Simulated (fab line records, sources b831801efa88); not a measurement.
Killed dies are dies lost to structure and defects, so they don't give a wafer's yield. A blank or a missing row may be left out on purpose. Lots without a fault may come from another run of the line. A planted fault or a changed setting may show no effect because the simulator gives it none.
Which tool did it? | flow gf180mcu | 6 lots, 18 wafers sampled, at 2 steps of a route of 602

WHAT THE GAUGES READ, wafer by wafer
GF_POLY_GATE_THK_MEAS_01.
lot  | measured     | on            | POLY_GATE_CVD_00_THK (nm)
L897 | day 8 18:32  | film_metro-01 | 196.5 196.8 198.4
L906 | day 11 05:55 | film_metro-03 | 165.8 166.3 168.1 165.8 166.1 168.0
L912 | day 13 02:25 | film_metro-03 | 202.8 201.0 201.3
L914 | day 13 11:56 | film_metro-03 | 202.3 200.3 202.1
L916 | day 13 22:53 | film_metro-03 | 200.5 200.3 201.1
L919 | day 15 06:49 | film_metro-02 | 201.0 199.1 202.4

WHICH TOOL RAN EACH LOT (tool, then ch and the chambers of the sampled wafers, then the start)
lot  | GF_POLY_GATE_CVD_00
L897 | lpcvd-02 ch 0, day 8 17:13
L906 | lpcvd-02 ch 1, day 11 04:34
L912 | lpcvd-01 ch 1, day 13 01:04
L914 | lpcvd-01 ch 0, day 13 10:37
L916 | lpcvd-01 ch 0, day 13 21:32
L919 | lpcvd-01 ch 1, day 15 05:29
- GF_POLY_GATE_CVD_00: deposits poly-Si, target thk 200 nm, time 1200 s.

THE ANSWER, worked out from the rows above alone
Rule: what is usual is taken from the lots themselves. Put in order of their means at a reading, lots are off if they are a third of the lots or fewer, leave a main group of 4 or more, and stand apart from it by a gap of 3 or more times the standard deviation of the main group's means; of several such gaps the widest counts. A main group whose means are all the same, to the digits that the tables above print for the reading, isn't used. A lot without any number at a reading at which 4 lots or more have one is off too. The other lots that the step has rows for count as sound.
Off: L906, at GF_POLY_GATE_THK_MEAS_01 (POLY_GATE_CVD_00_THK). The main group: mean 200.4 nm, standard deviation 1.6.
A tool fits if, at a process step before that reading, it ran every lot that is off, and no sound lot after the first of them. The gauges at GF_POLY_GATE_THK_MEAS_01 are tried like those tools. One fits: lpcvd-02 at GF_POLY_GATE_CVD_00. Its last sound lot is L897 (day 8 17:13), its first lot that is off L906 (day 11 04:34): a fault that began between those two fits.

WHAT THE SIMULATOR HAD PUT IN
Site profile drift: lpcvd-02, from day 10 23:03 on, at GF_POLY_GATE_CVD_00. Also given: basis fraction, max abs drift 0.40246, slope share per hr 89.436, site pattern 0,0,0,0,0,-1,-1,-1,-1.
Lots struck among those shown: L906. The rule above found the same.
